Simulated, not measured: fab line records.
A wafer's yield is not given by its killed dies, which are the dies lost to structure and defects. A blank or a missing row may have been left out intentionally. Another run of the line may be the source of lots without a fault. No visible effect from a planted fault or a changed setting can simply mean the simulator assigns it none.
Matching of chambers :: flow sky130 :: hdpcvd-02 running SKY_VIA2_HDPCVD_00: 3 sister chambers
The step deposits SiO2, target thk 1180 nm, time 196.7 s. 6 wafers are shown with their chamber, then 7 later ones without.

WAFERS PAIRED WITH THEIR CHAMBERS
wafer: L308.4
chamber: 2
susceptor_temp_C (C): 399.99

wafer: L311.2
chamber: 2
susceptor_temp_C (C): 400.16

wafer: L311.3
chamber: 1
susceptor_temp_C (C): 400.14

wafer: L311.4
chamber: 0
susceptor_temp_C (C): 399.52

wafer: L325.3
chamber: 0
susceptor_temp_C (C): 400.02

wafer: L325.5
chamber: 1
susceptor_temp_C (C): 399.78

WAFERS MISSING THEIR CHAMBER
wafer: L325.6
susceptor_temp_C (C): 400.15

wafer: L327.1
susceptor_temp_C (C): 399.81

wafer: L327.2
susceptor_temp_C (C): 400.32

wafer: L327.3
susceptor_temp_C (C): 400.20

wafer: L328.2
susceptor_temp_C (C): 400.33

wafer: L328.3
susceptor_temp_C (C): 399.94

wafer: L328.6
susceptor_temp_C (C): 399.87

THE CHAMBER EACH PASSED THROUGH
wafer: L325.6
from the rows above: can't be placed: 2 or 1 or 0
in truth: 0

wafer: L327.1
from the rows above: can't be placed: 0 or 1 or 2
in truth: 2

wafer: L327.2
from the rows above: can't be placed: 2 or 1 or 0
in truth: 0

wafer: L327.3
from the rows above: can't be placed: 2 or 1 or 0
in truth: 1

wafer: L328.2
from the rows above: can't be placed: 2 or 1 or 0
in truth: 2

wafer: L328.3
from the rows above: can't be placed: 1 or 2 or 0
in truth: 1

wafer: L328.6
from the rows above: can't be placed: 1 or 0 or 2
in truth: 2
0 of 7 placed correctly. From these rows, 7 cannot be placed; in 7 the true chamber is one of the candidates. Placed wrongly: 0.
How it was worked out, from the rows above alone: a wafer's distance from a chamber is the root of the sum, over the readings, of the square of ((its reading less the chamber's mean) divided by the reading's scatter). The wafer belongs to the nearest chamber; if the next one is less than 2 further off, it can't be placed. Each chamber's mean is taken over the wafers shown for it. The scatter: take each reading less its chamber's mean, square it, sum over the shown wafers, divide by the number of wafers less the number of chambers, and take the root.
